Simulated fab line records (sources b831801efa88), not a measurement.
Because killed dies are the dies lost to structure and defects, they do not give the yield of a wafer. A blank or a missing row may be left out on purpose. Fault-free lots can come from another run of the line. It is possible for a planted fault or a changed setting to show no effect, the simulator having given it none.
Chamber matching :: flow sky130 :: SKY_METAL3_ETCH_17 on rie diel-02: 4 sister chambers
The step etches SiO2 in C4F8/O2/Ar, stops on TiN, time 3.9 s, target depth 15 nm. 16 wafers are shown with their chamber, then 8 later ones without.

## WAFERS, EACH WITH ITS CHAMBER
wafer: L074.1
chamber: 3
chamber pressure mTorr (mTorr): 40.04
oes product au (a.u.): 0.753

wafer: L074.3
chamber: 0
chamber pressure mTorr (mTorr): 39.98
oes product au (a.u.): 0.749

wafer: L074.5
chamber: 1
chamber pressure mTorr (mTorr): 40.00
oes product au (a.u.): 0.757

wafer: L079.2
chamber: 1
chamber pressure mTorr (mTorr): 39.97
oes product au (a.u.): 0.747

wafer: L079.3
chamber: 3
chamber pressure mTorr (mTorr): 40.02
oes product au (a.u.): 0.744

wafer: L079.5
chamber: 1
chamber pressure mTorr (mTorr): 40.05
oes product au (a.u.): 0.751

wafer: L083.1
chamber: 0
chamber pressure mTorr (mTorr): 39.99
oes product au (a.u.): 0.742

wafer: L083.4
chamber: 1
chamber pressure mTorr (mTorr): 40.01
oes product au (a.u.): 0.749

wafer: L083.6
chamber: 1
chamber pressure mTorr (mTorr): 40.02
oes product au (a.u.): 0.749

wafer: L085.1
chamber: 2
chamber pressure mTorr (mTorr): 40.01
oes product au (a.u.): 0.744

wafer: L085.5
chamber: 3
chamber pressure mTorr (mTorr): 40.08
oes product au (a.u.): 0.747

wafer: L085.6
chamber: 2
chamber pressure mTorr (mTorr): 40.01
oes product au (a.u.): 0.762

wafer: L084.1
chamber: 0
chamber pressure mTorr (mTorr): 39.96
oes product au (a.u.): 0.758

wafer: L084.2
chamber: 2
chamber pressure mTorr (mTorr): 40.03
oes product au (a.u.): 0.751

wafer: L084.6
chamber: 1
chamber pressure mTorr (mTorr): 40.06
oes product au (a.u.): 0.773

wafer: L090.1
chamber: 2
chamber pressure mTorr (mTorr): 40.01
oes product au (a.u.): 0.757

SIGNATURES (means of the wafers above)
reading: chamber pressure mTorr
chamber 0: 39.9767
chamber 1: 40.0183
chamber 2: 40.0150
chamber 3: 40.0467
scatter within a chamber: 0.026

reading: oes product au
chamber 0: 0.74967
chamber 1: 0.75433
chamber 2: 0.75350
chamber 3: 0.74800
scatter within a chamber: 0.00831
Rule: a wafer's distance from a chamber is the root of the sum, over the readings, of the square of ((its reading less the chamber's mean) divided by the reading's scatter). If the next closest chamber is less than 2 further off than the closest, the wafer can't be placed; otherwise it belongs to the closest. How the scatter is found: for the shown wafers, subtract from each reading the mean of its chamber, square and add these, divide the total by (wafers less chambers), then take the root.

## WAFERS WITH NO CHAMBER GIVEN
wafer: L090.2
chamber pressure mTorr (mTorr): 40.01
oes product au (a.u.): 0.750

wafer: L090.5
chamber pressure mTorr (mTorr): 40.02
oes product au (a.u.): 0.761

wafer: L093.1
chamber pressure mTorr (mTorr): 40.00
oes product au (a.u.): 0.734

wafer: L093.3
chamber pressure mTorr (mTorr): 39.96
oes product au (a.u.): 0.742

wafer: L093.6
chamber pressure mTorr (mTorr): 39.99
oes product au (a.u.): 0.757

wafer: L097.2
chamber pressure mTorr (mTorr): 39.98
oes product au (a.u.): 0.747

wafer: L097.4
chamber pressure mTorr (mTorr): 40.00
oes product au (a.u.): 0.752

wafer: L097.6
chamber pressure mTorr (mTorr): 39.97
oes product au (a.u.): 0.751

## WHICH CHAMBER EACH WENT THROUGH
wafer: L090.2
from the rows above: can't be placed: 2 or 1 or 0 or 3
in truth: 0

wafer: L090.5
from the rows above: can't be placed: 1 or 2 or 3 or 0
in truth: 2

wafer: L093.1
from the rows above: can't be placed: 0 or 2 or 3 or 1
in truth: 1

wafer: L093.3
from the rows above: can't be placed: 0 or 2 or 1
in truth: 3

wafer: L093.6
from the rows above: can't be placed: 0 or 2 or 1 or 3
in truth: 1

wafer: L097.2
from the rows above: can't be placed: 0 or 2 or 1
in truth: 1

wafer: L097.4
from the rows above: can't be placed: 2 or 1 or 0 or 3
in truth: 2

wafer: L097.6
from the rows above: can't be placed: 0 or 2 or 1
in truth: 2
0 of 8 placed correctly. Cannot be placed on the basis of these rows: 8; the candidates contain the true chamber in 7. 0 placed wrongly.
